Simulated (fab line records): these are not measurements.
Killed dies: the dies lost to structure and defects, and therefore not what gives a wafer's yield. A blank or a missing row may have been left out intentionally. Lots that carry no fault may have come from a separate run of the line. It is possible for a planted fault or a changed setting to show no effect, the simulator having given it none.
fab line records | flow sky130
record: lots: 5 wafers: 23
route steps=708 shown FIELD_ISO@2 DNWELL@37 NWELL@64 VT_ADJUST_HVTR@135 SONOS_TUNNEL@160 GATE_OXIDE@192 RES_PROTECT@208 POLY_GATE@213 LDD_HVN@275
startH: the number of hours between the record's first day and the start of the first shown wafer of the lot | waitH: how many hours have passed since the lot's step before this one | " as in the row above | L1.1+2: several wafers, shown together as one row | - no value, or no start given | * or withheld: withheld | < > ~ a bound
route shown NAME@n: a module of which the file shows steps, and the number in the route of the first | usual: mean/standard deviation taken from wafers without a fault | same: alike in all rows | chamber/n: place in a boat | sites: each site's reading | _std_site: the values' standard deviation | _edge_site: outer sites' mean less inner sites' | radiusMm: how far each site lies from the wafer's centre | mask NAME#n: copy n | behind: tool/chamber where the wafer was last shaped | hold: the reason the lot was held/the length of the hold in hours/how it ended | device: transistor that didn't switch, given as n, p or np | end of line: tests run on the same wafers once the route is complete | where a step has no rows: the recipe by itself | killed: dies lost to structure and defects at the first sort, not the wafer's yield | map: per-die view of a wafer (x killed, . not killed, _ where there is no die)
set.NAME: the run value of the setting; set.NAME@STEP: its run value at that earlier step | model.NAME: the simulator's own value behind a step, which no gauge read
lots with deliberately changed settings; one table per step, one row per wafer
== steps ==
step: SKY_FIELD_ISO_OXIDATION_01
recipe: tempC: 900 ambient: O2 stabiliseS: 600 purgeS: 300 targetThkA: 120 oxTimeS: 1843
columns lot.wafer tool chamber startH waitH set.tempC model.SiO2_of_FIELD_ISO_OXIDATION_01.thkNm
L074.1 furnace-01 0 10.12 0.1 900 12.27
L074.2+5 " 0 " " 900 12.28
L077.2 - - - 0.9 911.3 13.4
L077.3+5 " - " " 911.3 13.33
L077.4 " - " " 911.3 13.54
L077.6 " - " " 911.3 13.37
L078.1 - - - 1.3 919 14.02
L078.3 " - " " 919 13.95
L078.4 " - " " 919 14.08
L078.5 " - " " 919 14.05
L078.6 " - " " 919 14.06
L080.1 - - - 0.1 879.4 9.428
L080.2 " - " " 879.4 9.732
L080.3 " - " " 879.4 9.669
L080.5 " - " " 879.4 9.659
L080.6 " - " " 879.4 9.684
L084.1 - - - 0.6 878.5 9.592
L084.2 " - " " 878.5 9.607
L084.3 " - " " 878.5 9.483
L084.4 " - " " 878.5 9.604
L084.6 " - " " 878.5 9.461
step: SKY_FIELD_ISO_THK_MEAS_02
recipe: reads: SiO2_of_FIELD_ISO_OXIDATION_01
usual: FIELD_ISO_OXIDATION_00_THK: 11.87/0.26
columns lot.wafer tool chamber startH waitH set.tempC@FIELD_ISO_OXIDATION_01 FIELD_ISO_OXIDATION_00_THK[nm]
L074.1 filmMetro-02 - 11.63 0.0 900 12.28
L074.2 " - " " 900 12.26
L074.5 " - " " 900 12.35
L077.2 filmMetro-03 - - - 911.3 13.38
L077.3 " - " " 911.3 13.39
L077.4 " - " " 911.3 13.44
L077.5 " - " " 911.3 13.33
L077.6 " - " " 911.3 13.39
L078.1 filmMetro-02 - - - 919 14.06
L078.3 " - " " 919 13.94
L078.4 " - " " 919 14.09
L078.5 " - " " 919 14.02
L078.6 " - " " 919 14.00
L080.1 filmMetro-03 - - - 879.4 9.39
L080.2 " - " " 879.4 9.73
L080.3 " - " " 879.4 9.66
L080.5 " - " " 879.4 9.63
L080.6 " - " " 879.4 9.73
L084.1 filmMetro-02 - - - 878.5 9.63
L084.2 " - " " 878.5 9.64
L084.3 " - " " 878.5 9.47
L084.4 " - " " 878.5 9.63
L084.6 " - " " 878.5 9.44
step: SKY_DNWELL_COAT_02
recipe: spinRpm: 2000 resistThkNm: 3000
columns lot.wafer tool chamber startH waitH set.resistThkNm model.coat_of_DNWELL_COAT_02.thkNm
L074.1 lithoTrack-01 0 41.25 0.1 3000 3011
L074.2 " 0 " " 3000 3020
L074.5 " 0 " " 3000 3004
L077.2 lithoTrack-04 0 61.42 0.1 3000 2994
L077.3 " 0 " " 2942 2950
L077.4 " 0 " " 2942 2947
L077.5+6 " 0 " " 3000 3006
L078.1 lithoTrack-01 0 66.80 0.1 2839 2846
L078.3 " 0 " " 2839 2853
L078.4 " 0 " " 3000 3006
L078.5 " 0 " " 3000 3003
L078.6 " 0 " " 3000 3015
L080.1 lithoTrack-04 0 74.19 0.1 3000 2999
L080.2 " 0 " " 3000 2997
L080.3 " 0 " " 3000 3002
L080.5 " 0 " " 3000 2995
L080.6 " 0 " " 3000 2996
L084.1 lithoTrack-03 0 107.93 0.1 3000 2990
L084.2+4 " 0 " " 2916 2910
L084.3 " 0 " " 2916 2906
L084.6 " 0 " " 3000 2995
step: SKY_DNWELL_SOFTBAKE_03
recipe: tempC: 110 timeS: withheld
step: SKY_DNWELL_EXPOSE_04
recipe: maskId: DNM na: 0.57 targetCdNm: 3000 doseMj: 222
step: SKY_DNWELL_DEVELOP_06
recipe: wallAngleDeg: 90 developer: TMAH developTimeS: 60 devTempC: 23
step: SKY_DNWELL_IMPLANT_07
recipe: species: P energyKev: withheld doseCm2: withheld tiltDeg: withheld
step: SKY_DNWELL_STRIP_08
recipe: chemistry: O2/N2 powerW: 1400 pressureMtorr: 1500 platenTempC: withheld o2FlowSccm: 3000 n2FlowSccm: 300 overashFraction: 0.5
usual: stripTimeToEndpointS: 36.95/0.11
columns lot.wafer tool chamber startH waitH set.resistThkNm@DNWELL_COAT_02 stripTimeToEndpointS
L074.1 plasmaAsher-03 1 50.04 0.1 3000 37.05
L074.2 " 0 " " 3000 37.14
L074.5 " 0 " " 3000 36.96
L077.2 plasmaAsher-03 0 70.38 0.1 3000 36.83
L077.3 " 1 " " 2942 36.37
L077.4 " 0 " " 2942 36.32
L077.5 " 1 " " 3000 37.00
L077.6 " 0 " " 3000 36.99
L078.1 plasmaAsher-04 1 75.13 0.1 2839 35.17
L078.3 " 1 " " 2839 35.25
L078.4 " 0 " " 3000 36.99
L078.5 " 1 " " 3000 36.94
L078.6 " 0 " " 3000 37.11
L080.1 plasmaAsher-03 1 82.59 0.1 3000 36.89
L080.2 " 0 " " 3000 36.88
L080.3 " 1 " " 3000 36.93
L080.5 " 0 " " 3000 36.87
L080.6 " 1 " " 3000 36.87
L084.1 plasmaAsher-04 0 116.79 0.1 3000 36.82
L084.2 " 1 " " 2916 35.88
L084.3 " 0 " " 2916 35.84
L084.4 " 1 " " 2916 35.89
L084.6 " 1 " " 3000 36.86
step: SKY_NWELL_IMPLANT_11
recipe: species: P energyKev: 400 doseCm2: 1.9e+13 tiltDeg: withheld
columns lot.wafer tool chamber startH waitH set.doseCm2
L074.1+2+5 implanter-02 0 82.83 0.0 1.9e+13
L077.2+3 implanter-01 0 103.95 0.0 1.99e+13
L077.4+5+6 " 0 " " 1.9e+13
L078.1+6 implanter-04 0 109.27 0.0 1.9e+13
L078.3+4+5 " 0 " " 1.953e+13
L080.1+2+3+5+6 implanter-01 0 116.87 0.0 1.9e+13
L084.1+2+3+4+6 implanter-04 0 154.08 0.0 1.9e+13
step: SKY_NWELL_IMPLANT_24
recipe: species: B energyKev: 140 doseCm2: 9.2e+12 tiltDeg: withheld
columns lot.wafer tool chamber startH waitH set.doseCm2
L074.1+2+5 implanter-02 0 100.32 0.0 9.2e+12
L077.2+3+5 implanter-02 0 121.59 0.0 9.802e+12
L077.4+6 " 0 " " 9.2e+12
L078.1+3+5 implanter-02 0 126.98 0.0 9.531e+12
L078.4+6 " 0 " " 9.2e+12
L080.1+5+6 implanter-04 0 134.66 0.0 8.547e+12
L080.2+3 " 0 " " 9.2e+12
L084.1+4 implanter-02 0 175.86 0.0 8.645e+12
L084.2+3+6 " 0 " " 9.2e+12
step: SKY_NWELL_STRIP_25
recipe: chemistry: O2/N2 powerW: 1400 pressureMtorr: 1500 platenTempC: withheld o2FlowSccm: 3000 n2FlowSccm: 300 overashFraction: 0.5
step: SKY_NWELL_CLEAN_27
recipe: chemistry: SC1/SC2 mix: 1:4:20 tempC: 70 timeS: 150 dry: n2Spin
step: SKY_NWELL_RTA_28
recipe: tempC: 1050 timeS: 30 idleTempC: 650 rampUpCPerS: 150 rampDownCPerS: 90 ambient: N2
step: SKY_NWELL_RS_MEAS_29
recipe: thkMeasGauge: four-point-probe
usual: NWELL_RS: 624.2/1.7
columns lot.wafer tool chamber startH waitH set.doseCm2@NWELL_IMPLANT_11 NWELL_RS[ohm/sq]
L074.1 filmMetro-04 - 100.78 0.1 1.9e+13 626.8
L074.2 " - " " 1.9e+13 626.9
L074.5 " - " " 1.9e+13 623.1
L077.2 filmMetro-01 - 122.05 0.1 1.99e+13 610.7
L077.3 " - " " 1.99e+13 609.3
L077.4 " - " " 1.9e+13 624.0
L077.5 " - " " 1.9e+13 625.6
L077.6 " - " " 1.9e+13 626.2
L078.1 filmMetro-04 - 127.44 0.1 1.9e+13 624.2
L078.3 " - " " 1.953e+13 617.3
L078.4 " - " " 1.953e+13 616.2
L078.5 " - " " 1.953e+13 616.3
L078.6 " - " " 1.9e+13 623.8
L080.1 filmMetro-03 - 135.13 0.1 1.9e+13 624.1
L080.2 " - " " 1.9e+13 623.7
L080.3 " - " " 1.9e+13 625.7
L080.5 " - " " 1.9e+13 624.7
L080.6 " - " " 1.9e+13 623.7
L084.1 filmMetro-03 - 176.32 0.1 1.9e+13 621.6
L084.2 " - " " 1.9e+13 623.0
L084.3 " - " " 1.9e+13 622.4
L084.4 " - " " 1.9e+13 622.9
L084.6 " - " " 1.9e+13 620.7
step: SKY_VT_ADJUST_HVTR_EXPOSE_04
recipe: maskId: HVTRM targetCdNm: 380 na: 0.6 sourceShape: conventional sigmaOuter: 0.6 doseMj: 150
columns lot.wafer tool chamber startH waitH mask set.doseMj
L074.1+2+5 ilineStepper-02 0 - - HVTRM#0 150
L077.2+3+6 ilineStepper-02 0 - - HVTRM#0 150
L077.4+5 " 0 " " HVTRM#0 153.7
L078.1+3+4+5+6 ilineStepper-02 0 - - HVTRM#0 150
L080.1+2+3 ilineStepper-01 0 - - HVTRM#0 143.7
L080.5+6 " 0 " " HVTRM#0 150
L084.1+2+3+4+6 ilineStepper-02 0 - - HVTRM#0 150
step: SKY_VT_ADJUST_HVTR_PEB_05
recipe: tempC: withheld timeS: * resist: NOVOLAK
step: SKY_VT_ADJUST_HVTR_DEVELOP_06
recipe: developTimeS: 60 devTempC: 22.52
columns lot.wafer tool chamber startH waitH set.doseMj@VT_ADJUST_HVTR_EXPOSE_04 model.VT_ADJUST_HVTR.cdNm
L074.1 lithoTrack-04 0 196.79 0.1 150 375
L074.2 " 0 " " 150 375.1
L074.5 " 0 " " 150 374.7
L077.2 lithoTrack-03 0 224.90 0.1 150 379.4
L077.3 " 0 " " 150 380.1
L077.4 " 0 " " 153.7 389
L077.5 " 0 " " 153.7 386.4
L077.6 " 0 " " 150 382
L078.1 lithoTrack-02 0 231.12 0.1 150 375.4
L078.3 " 0 " " 150 375.3
L078.4 " 0 " " 150 372.6
L078.5 " 0 " " 150 375.7
L078.6 " 0 " " 150 376.3
L080.1 lithoTrack-04 0 241.44 0.1 143.7 369.4
L080.2 " 0 " " 143.7 370.4
L080.3 " 0 " " 143.7 372.7
L080.5 " 0 " " 150 383.7
L080.6 " 0 " " 150 383.6
L084.1 lithoTrack-02 0 290.77 0.1 150 376.2
L084.2 " 0 " " 150 375.6
L084.3 " 0 " " 150 375.8
L084.4 " 0 " " 150 379.2
L084.6 " 0 " " 150 377.5
step: SKY_VT_ADJUST_HVTR_CD_MEAS_07
recipe: targetCdNm: 380
usual: cdNm: 379/3.5
columns lot.wafer tool chamber startH waitH set.doseMj@VT_ADJUST_HVTR_EXPOSE_04 cdNm
L074.1 cdSem-01 - 196.94 0.1 150 375
L074.2 " - " " 150 375
L074.5 " - " " 150 375
L077.2 cdSem-02 - 225.05 0.1 150 379
L077.3 " - " " 150 380
L077.4 " - " " 153.7 389
L077.5 " - " " 153.7 387
L077.6 " - " " 150 382
L078.1 cdSem-02 - 231.27 0.1 150 375
L078.3 " - " " 150 375
L078.4 " - " " 150 373
L078.5 " - " " 150 375
L078.6 " - " " 150 376
L080.1 cdSem-02 - 241.59 0.1 143.7 370
L080.2 " - " " 143.7 371
L080.3 " - " " 143.7 373
L080.5 " - " " 150 384
L080.6 " - " " 150 384
L084.1 cdSem-01 - 290.92 0.1 150 376
L084.2 " - " " 150 376
L084.3 " - " " 150 376
L084.4 " - " " 150 379
L084.6 " - " " 150 378
step: SKY_SONOS_TUNNEL_DEVELOP_06
recipe: resist: NOVOLAK developer: TMAH developTimeS: 60 devTempC: 23
columns lot.wafer tool chamber startH waitH set.developTimeS
L074.1+2+5 lithoTrack-03 0 242.68 0.1 60
L077.2+4+5 lithoTrack-04 0 271.62 0.1 60
L077.3+6 " 0 " " 56.48
L078.1+3+4+5+6 lithoTrack-03 0 278.43 0.1 60
L080.1+2 lithoTrack-04 0 289.69 0.1 53.44
L080.3+5+6 " 0 " " 60
L084.1+2+3+4+6 lithoTrack-04 0 343.29 0.1 60
step: SKY_SONOS_TUNNEL_CD_MEAS_07
recipe: targetCdNm: 410
usual: cdNm: 409.8/2.5
columns lot.wafer tool chamber startH waitH set.developTimeS@SONOS_TUNNEL_DEVELOP_06 cdNm
L074.1 cdSem-01 - 242.83 0.1 60 407.7
L074.2 " - " " 60 406.8
L074.5 " - " " 60 409.3
L077.2 cdSem-01 - 271.76 0.1 60 413.1
L077.3 " - " " 56.48 403.3
L077.4 " - " " 60 412.3
L077.5 " - " " 60 411.1
L077.6 " - " " 56.48 406.0
L078.1 cdSem-02 - 278.58 0.1 60 410.8
L078.3 " - " " 60 408.3
L078.4 " - " " 60 407.2
L078.5 " - " " 60 408.7
L078.6 " - " " 60 406.6
L080.1 cdSem-02 - 289.84 0.1 53.44 407.0
L080.2 " - " " 53.44 402.0
L080.3 " - " " 60 414.1
L080.5 " - " " 60 415.1
L080.6 " - " " 60 415.4
L084.1 cdSem-01 - 343.44 0.1 60 407.6
L084.2 " - " " 60 409.3
L084.3 " - " " 60 407.1
L084.4 " - " " 60 408.3
L084.6 " - " " 60 408.1
step: SKY_GATE_OXIDE_COAT_05
recipe: resist: NOVOLAK spinRpm: 3000 resistThkNm: 1140
columns lot.wafer tool chamber startH waitH set.spinRpm model.NOVOLAK_of_GATE_OXIDE_COAT_05.thkNm
L074.1 lithoTrack-03 0 289.13 0.1 3000 1142
L074.2 " 0 " " 3000 1141
L074.5 " 0 " " 3000 1139
L077.2 lithoTrack-02 0 319.50 0.1 3000 1142
L077.3 " 0 " " 3108 1121
L077.4 " 0 " " 3000 1141
L077.5 " 0 " " 3108 1120
L077.6 " 0 " " 3000 1144
L078.1 lithoTrack-03 0 323.63 0.1 2800 1176
L078.3 " 0 " " 3000 1142
L078.4 " 0 " " 3000 1139
L078.5 " 0 " " 3000 1140
L078.6 " 0 " " 2800 1180
L080.1 lithoTrack-03 0 339.78 0.1 3000 1139
L080.2 " 0 " " 3000 1140
L080.3+5 " 0 " " 3000 1138
L080.6 " 0 " " 3000 1144
L084.1 lithoTrack-03 0 396.28 0.1 2935 1151
L084.2 " 0 " " 3000 1139
L084.3 " 0 " " 3000 1141
L084.4 " 0 " " 2935 1150
L084.6 " 0 " " 2935 1149
step: SKY_GATE_OXIDE_IMPLANT_11
recipe: species: B energyKev: 10 doseCm2: 2.6e+12 tiltDeg: withheld
columns lot.wafer tool chamber startH waitH set.energyKev model.implant.drpNm
L074.1+2+5 implanter-01 0 301.61 0.0 10 17.11
L077.2+6 implanter-03 0 333.19 0.0 9.677 16.73
L077.3+4+5 " 0 " " 10 17.11
L078.1+4+6 implanter-03 0 337.43 0.0 9.758 16.82
L078.3+5 " 0 " " 10 17.11
L080.1+2+3+5+6 implanter-02 0 353.93 0.0 10 17.11
L084.1+2+3+4+6 implanter-01 0 410.76 0.0 10 17.11
step: SKY_GATE_OXIDE_WET_ETCH_12
recipe: chemistry: dHF targetDepthNm: 16.8 dry: n2Spin target: SiO2 dilution: 100:1 tempC: 25 timeS: 336
step: SKY_GATE_OXIDE_STRIP_13
recipe: chemistry: O2/N2 powerW: 1400 pressureMtorr: 1500 platenTempC: withheld o2FlowSccm: 3000 n2FlowSccm: 300 overashFraction: 0.5
usual: stripTimeToEndpointS: 14.17/0.04
columns lot.wafer tool chamber startH waitH set.spinRpm@GATE_OXIDE_COAT_05 stripTimeToEndpointS
L074.1 plasmaAsher-01 0 301.88 0.0 3000 14.21
L074.2 " 1 " " 3000 14.18
L074.5 " 1 " " 3000 14.16
L077.2 plasmaAsher-03 1 333.42 0.0 3000 14.20
L077.3 " 1 " " 3108 13.96
L077.4 " 0 " " 3000 14.20
L077.5 " 1 " " 3108 13.94
L077.6 " 0 " " 3000 14.23
L078.1 plasmaAsher-02 1 337.69 0.0 2800 14.57
L078.3 " 0 " " 3000 14.20
L078.4 " 1 " " 3000 14.15
L078.5 " 0 " " 3000 14.18
L078.6 " 1 " " 2800 14.62
L080.1 plasmaAsher-03 0 354.19 0.0 3000 14.16
L080.2 " 1 " " 3000 14.17
L080.3 " 1 " " 3000 14.15
L080.5 " 0 " " 3000 14.17
L080.6 " 1 " " 3000 14.24
L084.1 plasmaAsher-01 0 411.12 0.0 2935 14.26
L084.2 " 1 " " 3000 14.18
L084.3 " 1 " " 3000 14.18
L084.4 " 0 " " 2935 14.30
L084.6 " 1 " " 2935 14.28
step: SKY_RES_PROTECT_COAT_02
recipe: resist: NOVOLAK spinRpm: 3000 resistThkNm: 1140
columns lot.wafer tool chamber startH waitH set.spinRpm model.NOVOLAK_of_RES_PROTECT_COAT_02.thkNm
L074.1 lithoTrack-03 0 319.08 0.1 3000 1136
L074.2 " 0 " " 3000 1135
L074.5 " 0 " " 3000 1131
L077.2 lithoTrack-01 0 350.17 0.1 3000 1144
L077.3+5 " 0 " " 3057 1134
L077.4 " 0 " " 3000 1146
L077.6 " 0 " " 3057 1135
L078.1 lithoTrack-01 0 354.09 0.1 2788 1185
L078.3 " 0 " " 2788 1184
L078.4 " 0 " " 3000 1143
L078.5+6 " 0 " " 3000 1142
L080.1 lithoTrack-02 0 372.22 0.1 3215 1102
L080.2 " 0 " " 3215 1099
L080.3 " 0 " " 3000 1138
L080.5 " 0 " " 3000 1141
L080.6 " 0 " " 3215 1100
L084.1 lithoTrack-02 0 431.27 0.1 3102 1123
L084.2 " 0 " " 3102 1124
L084.3 " 0 " " 3102 1122
L084.4 " 0 " " 3000 1138
L084.6 " 0 " " 3000 1142
step: SKY_RES_PROTECT_SOFTBAKE_03
recipe: tempC: 90 timeS: 60 resist: NOVOLAK
step: SKY_RES_PROTECT_EXPOSE_04
recipe: maskId: RPM na: 0.6 sourceShape: conventional sigmaOuter: 0.6 polarization: unpolarized targetCdNm: 1270 doseMj: 131
step: SKY_RES_PROTECT_DEVELOP_06
recipe: resist: NOVOLAK developer: TMAH developTimeS: 60 devTempC: 23
step: SKY_POLY_GATE_IMPLANT_02
recipe: species: P energyKev: 30 doseCm2: 7.534e+15 tiltDeg: 0
step: SKY_RES_PROTECT_STRIP_07
recipe: chemistry: O2/N2 powerW: 1400 pressureMtorr: 1500 platenTempC: withheld o2FlowSccm: 3000 n2FlowSccm: 300 overashFraction: 0.5
usual: stripTimeToEndpointS: 23.20/0.044
columns lot.wafer tool chamber startH waitH set.spinRpm@RES_PROTECT_COAT_02 stripTimeToEndpointS
L074.1 plasmaAsher-04 1 332.68 0.1 3000 23.16
L074.2 " 0 " " 3000 23.17
L074.5 " 1 " " 3000 23.11
L077.2 plasmaAsher-04 0 364.27 0.1 3000 23.24
L077.3 " 0 " " 3057 23.13
L077.4 " 1 " " 3000 23.29
L077.5 " 1 " " 3057 23.10
L077.6 " 0 " " 3057 23.13
L078.1 plasmaAsher-02 0 367.67 0.1 2788 23.68
L078.3 " 1 " " 2788 23.68
L078.4 " 0 " " 3000 23.26
L078.5 " 1 " " 3000 23.24
L078.6 " 0 " " 3000 23.24
L080.1 plasmaAsher-01 0 386.74 0.1 3215 22.76
L080.2 " 1 " " 3215 22.73
L080.3 " 0 " " 3000 23.18
L080.5 " 0 " " 3000 23.21
L080.6 " 1 " " 3215 22.75
L084.1 plasmaAsher-04 0 446.28 0.1 3102 23.01
L084.2 " 1 " " 3102 22.99
L084.3 " 0 " " 3102 22.95
L084.4 " 1 " " 3000 23.17
L084.6 " 1 " " 3000 23.22
step: SKY_LDD_HVN_IMPLANT_08
recipe: species: P energyKev: 60 doseCm2: 3e+13 tiltDeg: 40
columns lot.wafer tool chamber startH waitH set.doseCm2
L074.1+2+5 implanter-02 0 455.03 0.0 3e+13
L077.2+3+4+5+6 implanter-03 0 493.08 0.0 3e+13
L078.1+5+6 implanter-03 0 494.56 0.0 3e+13
L078.3+4 " 0 " " 2.84e+13
L080.1+2+5 implanter-02 0 516.93 0.0 2.781e+13
L080.3+6 " 0 " " 3e+13
L084.1+2+3+4+6 implanter-01 0 573.13 0.0 3e+13
step: SKY_LDD_HVN_STRIP_09
recipe: chemistry: O2/N2 powerW: 1400 pressureMtorr: 1500 platenTempC: withheld o2FlowSccm: 3000 n2FlowSccm: 300 overashFraction: 0.5
step: SKY_LDD_HVN_TW_MEAS_10
usual: LDD_HVN_TW: 1435/5.7
columns lot.wafer tool chamber startH waitH set.doseCm2@LDD_HVN_IMPLANT_08 LDD_HVN_TW
L074.1 filmMetro-04 - 455.28 0.1 3e+13 1421
L074.2 " - " " 3e+13 1428
L074.5 " - " " 3e+13 1429
L077.2 filmMetro-01 - 493.32 0.1 3e+13 1429
L077.3 " - " " 3e+13 1437
L077.4 " - " " 3e+13 1441
L077.5 " - " " 3e+13 1441
L077.6 " - " " 3e+13 1441
L078.1 filmMetro-02 - 494.81 0.1 3e+13 1429
L078.3 " - " " 2.84e+13 1406
L078.4 " - " " 2.84e+13 1408
L078.5 " - " " 3e+13 1425
L078.6 " - " " 3e+13 1432
L080.1 filmMetro-01 - 517.18 0.1 2.781e+13 1406
L080.2 " - " " 2.781e+13 1406
L080.3 " - " " 3e+13 1434
L080.5 " - " " 2.781e+13 1404
L080.6 " - " " 3e+13 1440
L084.1 filmMetro-04 - 573.38 0.1 3e+13 1436
L084.2 " - " " 3e+13 1442
L084.3 " - " " 3e+13 1443
L084.4 " - " " 3e+13 1442
L084.6 " - " " 3e+13 1450
== key ==
split: step: SKY_FIELD_ISO_OXIDATION_01 setting: tempC stated: 900 by: lot
response: step: SKY_FIELD_ISO_OXIDATION_01 reading: model.SiO2_of_FIELD_ISO_OXIDATION_01.thkNm change: +1.02 per: 1% r: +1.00
response: step: SKY_FIELD_ISO_THK_MEAS_02 reading: FIELD_ISO_OXIDATION_00_THK change: +1.02 per: 1% r: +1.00
split: step: SKY_DNWELL_COAT_02 setting: resistThkNm stated: 3000 by: wafer
response: step: SKY_DNWELL_COAT_02 reading: model.coat_of_DNWELL_COAT_02.thkNm change: +29.5 per: 1% r: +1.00
response: step: SKY_DNWELL_STRIP_08 reading: stripTimeToEndpointS change: * per: 1% r: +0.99
split: step: SKY_NWELL_IMPLANT_11 setting: doseCm2 stated: 1.9e+13 by: wafer
response: step: SKY_NWELL_RS_MEAS_29 reading: NWELL_RS change: -3.08 per: 1% r: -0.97
split: step: SKY_NWELL_IMPLANT_24 setting: doseCm2 stated: 9.2e+12 by: wafer
response none clear
split: step: SKY_VT_ADJUST_HVTR_EXPOSE_04 setting: doseMj stated: 150 by: wafer
response: step: SKY_VT_ADJUST_HVTR_DEVELOP_06 reading: model.VT_ADJUST_HVTR.cdNm change: +3.02 per: 1% r: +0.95
response: step: SKY_VT_ADJUST_HVTR_CD_MEAS_07 reading: cdNm change: +2.96 per: 1% r: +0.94
split: step: SKY_SONOS_TUNNEL_DEVELOP_06 setting: developTimeS stated: 60 by: wafer
response: step: SKY_SONOS_TUNNEL_CD_MEAS_07 reading: cdNm change: +1.02 per: 1% r: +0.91
split: step: SKY_GATE_OXIDE_COAT_05 setting: spinRpm stated: 3000 by: wafer
response: step: SKY_GATE_OXIDE_COAT_05 reading: model.NOVOLAK_of_GATE_OXIDE_COAT_05.thkNm change: -5.71 per: 1% r: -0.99
response: step: SKY_GATE_OXIDE_STRIP_13 reading: stripTimeToEndpointS change: * per: 1% r: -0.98
split: step: SKY_GATE_OXIDE_IMPLANT_11 setting: energyKev stated: 10 by: wafer
response: step: SKY_GATE_OXIDE_IMPLANT_11 reading: model.implant.drpNm change: +0.12 per: 1% r: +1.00
split: step: SKY_RES_PROTECT_COAT_02 setting: spinRpm stated: 3000 by: wafer
response: step: SKY_RES_PROTECT_COAT_02 reading: model.NOVOLAK_of_RES_PROTECT_COAT_02.thkNm change: -5.59 per: 1% r: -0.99
response: step: SKY_RES_PROTECT_STRIP_07 reading: stripTimeToEndpointS change: * per: 1% r: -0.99
split: step: SKY_LDD_HVN_IMPLANT_08 setting: doseCm2 stated: 3e+13 by: wafer
response: step: SKY_LDD_HVN_TW_MEAS_10 reading: LDD_HVN_TW change: +4.19 per: 1% r: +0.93
